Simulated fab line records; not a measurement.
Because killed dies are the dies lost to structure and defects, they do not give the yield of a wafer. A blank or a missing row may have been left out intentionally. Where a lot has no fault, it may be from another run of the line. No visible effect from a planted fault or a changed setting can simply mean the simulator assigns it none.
A lot that was struck, set against a sound lot | flow gf180mcu | 12 out of 602 route steps
Sound: the wafers L490.2, L490.5, L490.6. Struck: wafers L503.2, L503.3, L503.6. The cause is named last.
For every step that has rows: the tool of each side, followed by ch and its chambers, followed by its first start. Under that, the readings that differ: sound wafers | struck wafers | difference of the means | sigmas: that difference in standard deviations of wafers without a fault.
alike: a reading whose means differ by less than 2 such deviations, as well as words and numbers matching on both sides. not compared: withheld readings; readings where some wafer has no value; bounds like >300 that might hide an equal value; numbers whose values overlap and for which the record gives no deviation.
A row with sigmas, a row that says differs or no value, or rows on one side alone: a step with any of these is where the two part. Numbers that have no deviation but don't overlap get no sigmas and don't part them. A reading missing from all wafers of one side parts the sides only when that side holds two or more wafers.

GF_STI_BOW_MEAS_00:
  sound: film_metro-01 at day 1 20:01; struck: film_metro-01 at day 4 13:01
  alike: INCOMING_BOW
then, 1 step without rows for these wafers: GF_STI_OXIDATION_01 (stabilise 600 s, purge 300 s, target thk 10 nm).
GF_STI_THK_MEAS_02:
  sound: film_metro-04 at day 1 21:31; struck: film_metro-01 at day 4 14:31
  alike: STI_OXIDATION_THK
then, 1 step without rows for these wafers: GF_STI_CVD_03 (deposits Si3N4 from DCS/NH3, target thk 207.16 nm, time 3551 s).
GF_STI_THK_MEAS_04:
  sound: film_metro-04 at day 1 23:34; struck: film_metro-01 at day 4 17:31
  reading             | sound             | struck            | difference | sigmas
  STI_CVD_03_THK (nm) | 203.5 203.7 204.0 | 207.5 206.9 206.4 | +3.2       | +2
then, 5 steps without rows for these wafers: GF_STI_DEHYDRATE_05 (time 60 s); GF_STI_HMDS_06 (prime time 60 s); GF_STI_COAT_07 (resist thk 700 nm); GF_STI_SOFTBAKE_08 (time 60 s); GF_STI_EXPOSE_09 (exposes mask COMP, target cd 220 nm).
GF_STI_PEB_10: peb time 90 s.
  sound on litho_track-03 ch 0, day 2 11:29; struck on litho_track-02, day 5 06:52
  no value came back on the struck wafers for chill_plate_temp_C (C), exhaust_pa (Pa); on the sound wafers chill_plate_temp_C (C) reads 22.99 23.01 23.19
then, 1 step without rows for these wafers: GF_STI_DEVELOP_11 (develop time 60 s).

## WHERE THEY PART
First at GF_STI_THK_MEAS_04; last, within this record, at GF_STI_PEB_10.

WHY: what the simulator had put in
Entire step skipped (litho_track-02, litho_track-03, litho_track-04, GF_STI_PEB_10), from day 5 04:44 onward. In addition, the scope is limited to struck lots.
